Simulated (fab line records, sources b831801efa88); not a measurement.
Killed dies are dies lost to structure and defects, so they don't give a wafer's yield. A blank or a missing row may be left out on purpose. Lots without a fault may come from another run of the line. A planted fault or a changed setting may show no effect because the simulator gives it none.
Which tool did it? | flow sky130 | 13 lots, 39 wafers sampled, at 5 steps of a route of 708

WHAT THE GAUGES READ, wafer by wafer
SKY_METAL3_OVL_MEAS_14. Usual: METAL3_OVL -1 nm, standard deviation 5.2.
lot  | measured     | on         | METAL3_OVL (nm) | flag
L393 | day 38 16:31 | overlay-02 | -4 -6 1         |
L394 | day 39 20:04 | overlay-02 | -2 -2 6         |
L396 | day 40 00:40 | overlay-02 | 9 9 3           |
L398 | day 40 07:22 | overlay-01 | 2 5 3           |
L400 | day 40 22:55 | overlay-02 | -9 -5 -6        |
L401 | day 41 11:55 | overlay-02 | 2 0 9           |
L404 | day 42 08:55 | overlay-01 | 4 6 5           |
L405 | day 42 11:28 | overlay-02 | -1 2 -4         |
L408 | day 43 12:31 | overlay-01 | -2 2 -4         |
L409 | day 43 14:37 | overlay-01 | 1 -2 -5         |
L410 | day 43 15:19 | overlay-02 | -6 6 7          |
L411 | day 44 00:31 | overlay-02 | -6 -4 4         |
L413 | day 44 10:01 | overlay-01 | -10 -11 -7      |

SKY_VIA4_THK_MEAS_01. Usual: VIA4_HDPCVD_THK 1807 nm, standard deviation 17.
lot  | measured     | on            | VIA4_HDPCVD_THK (nm) | flag
L393 | day 41 22:47 | film_metro-03 | 1832 1814 1832       |
L394 | day 43 00:22 | film_metro-04 | 1821 1814 1801       |
L396 | day 43 04:56 | film_metro-04 | 1806 1792 1792       |
L398 | day 43 10:59 | film_metro-03 | 1810 1791 1828       |
L400 | day 43 23:30 | film_metro-04 | 1816 1816 1816       |
L401 | day 44 14:07 | film_metro-04 | 1810 1817 1816       |
L404 | day 45 09:28 | film_metro-01 | 1797 1833 1788       |
L405 | day 45 13:06 | film_metro-03 | 1810 1816 1788       |
L408 | day 46 11:02 | film_metro-04 | 561 581 550          | OFF
L409 | day 46 13:02 | film_metro-01 | 1796 1807 1832       |
L410 | day 46 13:36 | film_metro-01 | 580 606 574          | OFF
L411 | day 46 22:26 | film_metro-03 | 555 573 606          | OFF
L413 | day 47 07:16 | film_metro-04 | 1842 1827 1834       |

WHICH TOOL RAN EACH LOT (tool, then ch and the chambers of the sampled wafers, then the start)
lot  | SKY_METAL3_SPUTTER_03        | SKY_CAP2M_METAL_ETCH_13           | SKY_VIA4_HDPCVD_00
L393 | pvd_sputter-04, day 36 12:35 | rie_metal-03 ch 0,1, day 40 20:51 | hdpcvd-02 ch 0,2, day 41 22:35
L394 | pvd_sputter-02, day 37 15:24 | rie_metal-01 ch 0, day 41 22:55   | hdpcvd-01 ch 1,2, day 43 00:10
L396 | pvd_sputter-02, day 37 21:21 | rie_metal-03 ch 0,1, day 42 04:11 | hdpcvd-01 ch 0,1, day 43 04:44
L398 | pvd_sputter-04, day 38 03:53 | rie_metal-01 ch 0,1, day 42 09:44 | hdpcvd-02 ch 1,2, day 43 10:49
L400 | pvd_sputter-02, day 38 20:40 | rie_metal-03 ch 0,1, day 42 22:36 | hdpcvd-02 ch 0,2, day 43 23:18
L401 | pvd_sputter-04, day 39 10:01 | rie_metal-01 ch 0,1, day 43 13:32 | hdpcvd-02 ch 0,1,2, day 44 14:00
L404 | pvd_sputter-02, day 40 08:25 | rie_metal-03 ch 0,1, day 44 10:13 | hdpcvd-02 ch 0,2, day 45 09:16
L405 | pvd_sputter-02, day 40 11:04 | rie_metal-02 ch 0,1, day 44 14:00 | hdpcvd-01 ch 0,1,2, day 45 12:55
L408 | pvd_sputter-01, day 41 13:02 | rie_metal-01 ch 0,1, day 45 12:12 | hdpcvd-02 ch 0,1,2, day 46 10:52
L409 | pvd_sputter-04, day 41 15:12 | rie_metal-01 ch 0,1, day 45 13:59 | hdpcvd-01 ch 0,1,2, day 46 12:50
L410 | pvd_sputter-01, day 41 16:07 | rie_metal-01 ch 0,1, day 45 14:48 | hdpcvd-02 ch 0,1,2, day 46 13:24
L411 | pvd_sputter-01, day 42 02:07 | rie_metal-02 ch 0,1, day 45 23:52 | hdpcvd-02 ch 0,1, day 46 22:15
L413 | pvd_sputter-01, day 42 10:26 | rie_metal-02 ch 0,1, day 46 07:53 | hdpcvd-01 ch 0,2, day 47 07:04
- SKY_METAL3_SPUTTER_03: material Ti, target thk 5 nm, time 3.3 s.
- SKY_CAP2M_METAL_ETCH_13: etches TiN in Cl2/BCl3, stops on SiO2, target depth 220 nm, time 62.9 s.
- SKY_VIA4_HDPCVD_00: deposits SiO2, target thk 1750 nm, time 300.4 s.

WHAT THE TOOLS THEMSELVES READ (means of the sampled wafers that have a number; where no wafer has one, the mark that the record gives instead)
SKY_METAL3_SPUTTER_03. Usual: throttle_valve_pct 29.7 %, standard deviation 1.1.
lot  | tool           | throttle_valve_pct (%) | flag
L393 | pvd_sputter-04 | 29.7                   |
L394 | pvd_sputter-02 | 28.6                   |
L396 | pvd_sputter-02 | 29.7                   |
L398 | pvd_sputter-04 | 29.9                   |
L400 | pvd_sputter-02 | 29.4                   |
L401 | pvd_sputter-04 | 29.9                   |
L404 | pvd_sputter-02 | 28.9                   |
L405 | pvd_sputter-02 | 28.9                   |
L408 | pvd_sputter-01 | 30.1                   |
L409 | pvd_sputter-04 | 29.9                   |
L410 | pvd_sputter-01 | 30.6                   |
L411 | pvd_sputter-01 | 31.5                   |
L413 | pvd_sputter-01 | 30.5                   |

SKY_CAP2M_METAL_ETCH_13. Usual: drypump_motor_current_A 5.83 A, standard deviation 0.28; oes_product_au 0.945 a.u., standard deviation 0.0071; throttle_valve_pct 21.898 %, standard deviation 0.0099.
lot  | tool         | drypump_motor_current_A (A) | oes_product_au (a.u.) | throttle_valve_pct (%) | flag
L393 | rie_metal-03 | 5.60                        | 0.951                 | 21.914                 |
L394 | rie_metal-01 | 6.07                        | 0.949                 | 21.902                 |
L396 | rie_metal-03 | 5.60                        | 0.944                 | 21.901                 |
L398 | rie_metal-01 | 5.99                        | 0.946                 | 21.898                 |
L400 | rie_metal-03 | 5.63                        | 0.935                 | 21.899                 |
L401 | rie_metal-01 | 5.96                        | 0.949                 | 21.901                 |
L404 | rie_metal-03 | 5.72                        | 0.943                 | 21.900                 |
L405 | rie_metal-02 | 5.64                        | 0.945                 | 21.895                 |
L408 | rie_metal-01 | 5.88                        | 0.943                 | 21.891                 |
L409 | rie_metal-01 | 5.86                        | 0.945                 | 21.909                 |
L410 | rie_metal-01 | 5.87                        | 0.953                 | 21.889                 |
L411 | rie_metal-02 | 5.63                        | 0.929                 | 21.902                 |
L413 | rie_metal-02 | 5.89                        | 0.942                 | 21.896                 |

THE ANSWER, worked out from the rows above alone
Rule: a lot is off if the mean of its wafers that have a number lies more than 3 standard deviations from the usual mean. A lot without any number at a reading at which 4 lots or more have one is off too. The other lots that the step has rows for count as sound. The gauges are gone through in route order, then the tools' own readings, and for those a lot's mean is taken as printed above. The first step at which some lot is off is used, and at that step the reading that is off furthest; a lot without a number counts as furthest.
Off: L408, L410, L411, at SKY_VIA4_THK_MEAS_01 (VIA4_HDPCVD_THK).
A tool fits if, at a process step before that reading, it ran every lot that is off, and no sound lot after the first of them. The gauges at SKY_VIA4_THK_MEAS_01 are tried like those tools. One fits: hdpcvd-02 at SKY_VIA4_HDPCVD_00. Its last sound lot is L404 (day 45 09:16), its first lot that is off L408 (day 46 10:52): a fault that began between those two fits.

WHAT THE SIMULATOR HAD PUT IN
Process parameter drift: hdpcvd-02, from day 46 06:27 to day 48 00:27, at SKY_VIA4_HDPCVD_00. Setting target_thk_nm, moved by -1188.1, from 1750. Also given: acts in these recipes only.
Lots struck among those shown: L408, L410, L411. The rule above found the same.
